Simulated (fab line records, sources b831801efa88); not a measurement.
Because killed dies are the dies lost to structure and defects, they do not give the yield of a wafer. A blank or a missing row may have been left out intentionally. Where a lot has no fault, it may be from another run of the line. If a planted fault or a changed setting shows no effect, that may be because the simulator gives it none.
Problem report, 8D (eight disciplines) form, completed by code	flow sfq line	the parts of the form that need people (team, actions taken, sign-off) are left out

== 1. WHAT IS WRONG ==
At SFQ_TRILAYER_L0_VIA_STRIP_STRIP_017, chamber pressure mTorr averages 60.02 mTorr over 4 wafers from 3 lots, while fault-free wafers read 49.99 mTorr, standard deviation 0.044. So: +99 or more standard deviations from the usual mean.
The step: strips in O2.
First seen on wafer L420.5, day 9 17:32, on rie metal-02. At this step, 45 wafers from 15 lots have a number in the record. By rule, "out" or "out of limits" means more than 4 standard deviations away from the usual mean. All remaining wafers that have a number are taken as sound.

== 2. WHAT IT IS AND WHAT IT IS NOT ==
question	is	is not
which readings at this step	chamber pressure mTorr	drypump motor current A, oes product au
which lots	L420, L421, L423	L415, L416, L425, L426, L429, L431, L432, L434, L435, L436, L437, L438
which wafers of those lots	L420.5, L421.2, L423.2, L423.4	L420.2, L420.6, L421.1, L421.5, L423.3
read on which tools	rie metal-02	rie metal-01, rie metal-04
when	from day 9 17:32	up to then (8 sound wafers); but 33 sound wafers of L421, L423, L425, L426, L429, L431, L432, L434, L435, L436, L437, L438 came after

== 3. THE SUSPECTS, EACH WITH WHAT RULES IT OUT ==
Counting: if a tool at a process step up to the reading ran every lot that is out, it stays a suspect. Sound lots after the first of them don't rule it out here, since some wafers of a struck lot are sound.
- rie metal-02 at SFQ_TRILAYER_L0_VIA_STRIP_STRIP_017 (strips in O2): kept. Ran every lot that is out, first one L420 (day 9 17:32); last sound lot up to then L415 (day 7 22:32). Its own chamber pressure mTorr readings are out on those wafers.
- The sound lot-mates ran in chamber 1 of rie metal-02 at SFQ_TRILAYER_L0_VIA_STRIP_STRIP_017, but the wafers that are out ran in chamber 0.
The count leaves rie metal-02 at SFQ_TRILAYER_L0_VIA_STRIP_STRIP_017.

== 4. THE CAUSE (what the simulator had put in) ==
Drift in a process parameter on rie metal-02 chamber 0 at SFQ_TRILAYER_L0_VIA_STRIP_STRIP_017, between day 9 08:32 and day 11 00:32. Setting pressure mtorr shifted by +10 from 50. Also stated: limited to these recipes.
This tool alone remained once counting was done.

== 5. THE CHAIN OF EFFECTS, in route order ==
One row per reading whose mean, taken over the struck wafers that have a number, lies over 3 standard deviations from the usual. Only readings whose record carries a usual standard deviation are examined. hours: median over the lots of the time between each lot's start at the first step of this table that gives one and its start at this step. sigmas: the change, counted in usual standard deviations.
hours	step	reading	usual	on struck wafers	change	sigmas
0	SFQ_TRILAYER_L0_VIA_STRIP_STRIP_017	chamber pressure mTorr	49.99 mTorr	60.02	+10.03	+99 or more
Process steps it contains:
- SFQ_TRILAYER_L0_VIA_STRIP_STRIP_017: strips in O2.

== 6. WHAT WOULD HAVE CAUGHT IT SOONER ==
9 hours passed between the start of the fault at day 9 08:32 and the first reading out of limits in this record, taken at day 9 17:32.
